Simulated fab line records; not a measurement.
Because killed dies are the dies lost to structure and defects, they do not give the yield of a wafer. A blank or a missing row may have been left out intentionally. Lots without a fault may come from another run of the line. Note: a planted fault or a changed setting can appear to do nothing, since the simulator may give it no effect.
Comparing a struck lot with a sound one	flow sky130	15 out of 708 route steps
Sound: wafers L457.2, L457.3, L457.6. The struck wafers were L468.2, L468.4, L468.5. The cause is named last.
For every step that has rows: the tool of each side, followed by ch and its chambers, followed by its first start. Under that, the readings that differ: sound wafers	struck wafers	difference of the means	sigmas: that difference in standard deviations of wafers without a fault.
alike: same words and numbers on both sides, and readings whose means sit less than 2 such deviations apart. not compared: any withheld reading, any reading some wafer has no value for, any bound like >300 that may hide the same value, and any number with overlapping values for which the record gives no deviation.
The two part at a step that has a row with sigmas, a row that says differs or no value, or rows on one side only. When numbers do not overlap yet have no deviation, they are printed without sigmas and do not part them. A reading that every wafer of one side lacks parts them only if that side has two wafers or more.

SKY_LOCAL_INTERCONNECT_RS_MEAS_01: measurement is done with a four-point probe.
  sound on filmMetro-01, day 29 16:33; struck on filmMetro-04, day 33 11:41
  alike: LOCAL_INTERCONNECT_TIN_RS
SKY_LOCAL_INTERCONNECT_THK_MEAS_02: measures by xrf.
  sound on filmMetro-01, day 29 16:40; struck on filmMetro-04, day 33 11:47
  alike: LOCAL_INTERCONNECT_TIN_THK
then, 8 steps without rows for these wafers: SKY_LOCAL_INTERCONNECT_DEHYDRATE_03 (time 60 s); SKY_LOCAL_INTERCONNECT_HMDS_04 (prime time 60 s); SKY_LOCAL_INTERCONNECT_COAT_05 (resist thk 60 nm); SKY_LOCAL_INTERCONNECT_COAT_06 (resist thk 450 nm); SKY_LOCAL_INTERCONNECT_SOFTBAKE_07 (time 90 s); SKY_LOCAL_INTERCONNECT_EXPOSE_08 (exposes mask LI1M, target cd 170 nm); SKY_LOCAL_INTERCONNECT_PEB_09; SKY_LOCAL_INTERCONNECT_DEVELOP_10 (develop time 60 s).
SKY_LOCAL_INTERCONNECT_CD_MEAS_11: the cd target is 170 nm.
  sound on cdSem-02, day 30 20:56; struck on cdSem-01, day 34 14:08
reading	sound	struck	difference	sigmas
cdNm (nm)	169.1 170.7 170.5	167.1 166.7 166.8	-3.2	-2
SKY_LOCAL_INTERCONNECT_OVL_MEAS_12:
  sound on overlay-01, day 30 21:03; struck on overlay-02, day 34 14:14
  alike: LOCAL_INTERCONNECT_OVL
SKY_LOCAL_INTERCONNECT_ETCH_13: etches BARC in N2/H2, stops on SiO2, time 45.9 s, target depth 60 nm.
  sound on rieMetal-02 ch 0,1, day 30 21:05; struck on rieMetal-01 ch 1, day 34 14:17
reading	sound	struck	difference	sigmas
biasW (W)	100.06 99.80 100.02	107.42 107.89 108.58	+8.00	+27
model.SiO2_of_SONOS_ONO_CVD_04.thkNm (nm)	4.254 4.294 4.241	4.03 4.184 4.153	-0.14	
  alike: drypumpMotorCurrentA, oesProductAu, throttleValvePct
  not compared: rfHoursCounterH
SKY_LOCAL_INTERCONNECT_METAL_ETCH_14: etches TiN in Cl2/BCl3, stops on PSG, target depth 110 nm, time 31.4 s.
  sound on rieMetal-02 ch 0,1, day 30 21:10; struck on rieMetal-01 ch 1, day 34 14:25
  alike: biasW, drypumpMotorCurrentA, oesProductAu, throttleValvePct
  not compared: rfHoursCounterH
-- record jumps: 14 days separate the struck wafers' starts on either side; left off in module LOCAL_INTERCONNECT, taken up again in module PAD_OPEN, whose first shown step is the route's number 708 --
SKY_PAD_OPEN_PROBE_99:
  sound on prober-01, day 46 08:43; struck on prober-02, day 49 00:10
reading	sound	struck	difference	sigmas
killedAtOther	0 0 0	1 1 1	+1	+2
  alike: killed_at_M0_to_M3, killed_at_M4_up, killedAtContacts, killedAtFrontEnd, killedDies, killedOpen, killedShort

## WHERE THEY PART
At SKY_LOCAL_INTERCONNECT_CD_MEAS_11 first; at SKY_PAD_OPEN_PROBE_99 last (within this record only).

WHY: whatever the simulator had introduced
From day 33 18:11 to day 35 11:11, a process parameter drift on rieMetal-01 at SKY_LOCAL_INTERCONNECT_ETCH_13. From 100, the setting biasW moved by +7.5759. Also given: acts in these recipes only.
